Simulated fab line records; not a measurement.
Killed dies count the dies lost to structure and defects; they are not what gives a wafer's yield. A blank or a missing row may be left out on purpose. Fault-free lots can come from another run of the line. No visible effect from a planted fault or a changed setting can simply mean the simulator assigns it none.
Which tool was responsible? + flow gf180mcu + Sampling: 12 lots, 36 wafers, 2 of 602 route steps

## WHAT EACH GAUGE READ, for each wafer
GF_HV_LDD_TW_MEAS_38.
| lot  | measured     | on            | HV_LDD_3_TW    |
|------|--------------|---------------|----------------|
| L075 | day 11 02:21 | film metro-04 | 1428 1429 1436 |
| L077 | day 11 19:42 | film metro-04 | 1435 1437 1438 |
| L079 | day 12 10:27 | film metro-02 | 1424 1415 1419 |
| L081 | day 14 22:14 | film metro-03 | 1454 1449 1446 |
| L084 | day 15 01:45 | film metro-02 | 1419 1426 1415 |
| L085 | day 15 05:23 | film metro-03 | 1454 1456 1455 |
| L087 | day 15 18:53 | film metro-04 | 1450 1443 1445 |
| L089 | day 16 15:15 | film metro-03 | 1455 1451 1451 |
| L091 | day 17 11:52 | film metro-02 | 1416 1430 1418 |
| L093 | day 18 16:58 | film metro-03 | 1459 1456 1457 |
| L095 | day 19 01:09 | film metro-04 | 1452 1450 1458 |
| L097 | day 19 14:36 | film metro-03 | 1458 1448 1463 |

## WHAT TOOL EACH LOT RAN ON (gives the tool, then ch and the chambers of the sampled wafers, and finally the start)
| lot  | GF_DNWELL_STRIP_08                  |
|------|-------------------------------------|
| L075 | plasma asher-03 ch 0,1, day 2 23:20 |
| L077 | plasma asher-04 ch 0,1, day 3 10:38 |
| L079 | plasma asher-04 ch 0,1, day 3 19:30 |
| L081 | plasma asher-02 ch 0,1, day 4 23:23 |
| L084 | plasma asher-02 ch 0,1, day 5 02:54 |
| L085 | plasma asher-02 ch 0,1, day 5 03:35 |
| L087 | plasma asher-04 ch 0,1, day 5 13:20 |
| L089 | plasma asher-04 ch 0,1, day 6 03:02 |
| L091 | plasma asher-02 ch 0,1, day 6 13:03 |
| L093 | plasma asher-04 ch 0,1, day 7 00:05 |
| L095 | plasma asher-04 ch 0,1, day 7 08:59 |
| L097 | plasma asher-02 ch 1, day 7 23:08   |
- GF_DNWELL_STRIP_08: strips in O2/N2.

## THE ANSWER, worked out from the rows above alone
Rule: the usual values come from the lots themselves. Put in order of their means at a reading, lots are off if they are a third of the lots or fewer, leave a main group of 4 or more, and stand apart from it by a gap of 3 or more times the standard deviation of the main group's means; of several such gaps the widest counts. A main group is skipped when, at the precision printed for the reading in the tables above, its means are all equal. Also off: a lot with no number at a reading for which 4 or more lots have one. Any other lot the step has rows for is counted as sound.
No lot is off at any reading shown: from this, nothing can be told.

## WHAT THE SIMULATOR PUT IN
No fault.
